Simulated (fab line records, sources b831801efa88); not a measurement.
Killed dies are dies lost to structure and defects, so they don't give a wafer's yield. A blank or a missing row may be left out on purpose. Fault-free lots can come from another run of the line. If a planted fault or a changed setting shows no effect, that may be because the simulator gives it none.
Matching of chambers | flow gf180mcu | GF_V3_ETCH_16 on rie diel-03: 4 sister chambers
The step etches BARC in N2/H2. 16 wafers are shown with their chamber, then 8 later ones without.

WAFERS PAIRED WITH THEIR CHAMBERS
wafer  | chamber | drypump motor current A (A) | throttle valve pct (%) | bias w (W)
L074.1 | 3       | 5.2                         | 13.214                 | 100.24
L074.3 | 0       | 4.8                         | 13.231                 | 100.48
L074.6 | 0       | 4.7                         | 13.226                 | 100.01
L076.1 | 1       | 6.8                         | 13.215                 | 99.86
L076.3 | 0       | 4.7                         | 13.239                 | 99.66
L076.4 | 2       | 5.4                         | 13.227                 | 99.93
L077.1 | 2       | 5.4                         | 13.217                 | 99.72
L077.5 | 3       | 5.1                         | 13.213                 | 100.28
L077.6 | 2       | 5.3                         | 13.232                 | 99.27
L082.3 | 0       | 4.8                         | 13.207                 | 99.86
L082.4 | 2       | 5.3                         | 13.226                 | 100.26
L082.6 | 3       | 5.1                         | 13.229                 | 99.74
L083.2 | 3       | 5.1                         | 13.224                 | 100.31
L083.4 | 0       | 4.8                         | 13.212                 | 100.25
L083.6 | 2       | 5.3                         | 13.226                 | 99.70
L085.3 | 2       | 5.4                         | 13.219                 | 100.38

SIGNATURES, as means of the wafers listed above
reading                 | chamber 0 | chamber 1 | chamber 2 | chamber 3 | scatter within a chamber
drypump motor current A | 4.760     | 6.800     | 5.350     | 5.125     | 0.0536
throttle valve pct      | 13.22300  | 13.21500  | 13.22450  | 13.22000  | 0.00932
bias w                  | 100.0520  | 99.8600   | 99.8767   | 100.1425  | 0.349
Rule: distance of a wafer from a chamber = root of the sum over the readings of ((wafer's reading minus chamber's mean) / reading's scatter) squared. If the next closest chamber is less than 2 further off than the closest, the wafer can't be placed; otherwise it belongs to the closest. The scatter: take each reading less its chamber's mean, square it, sum over the shown wafers, divide by the number of wafers less the number of chambers, and take the root.

WAFERS WITHOUT THEIR CHAMBER
wafer  | drypump motor current A (A) | throttle valve pct (%) | bias w (W)
L085.4 | 4.8                         | 13.235                 | 99.91
L085.6 | 5.3                         | 13.236                 | 100.36
L088.1 | 4.8                         | 13.219                 | 100.18
L088.3 | 5.3                         | 13.211                 | 100.43
L088.6 | 5.1                         | 13.234                 | 99.52
L093.1 | 6.7                         | 13.251                 | 100.09
L093.2 | 5.3                         | 13.218                 | 100.28
L093.4 | 4.8                         | 13.230                 | 99.98

EACH ONE'S CHAMBER
wafer  | from the rows above     | in truth
L085.4 | 0                       | 0
L085.6 | can't be placed: 2 or 3 | 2
L088.1 | 0                       | 0
L088.3 | can't be placed: 2 or 3 | 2
L088.6 | 3                       | 3
L093.1 | 1                       | 1
L093.2 | can't be placed: 2 or 3 | 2
L093.4 | 0                       | 0
5 of 8 placed correctly. Unplaceable from these rows: 3, with the true chamber sitting among the candidates in 3. 0 placed wrongly.
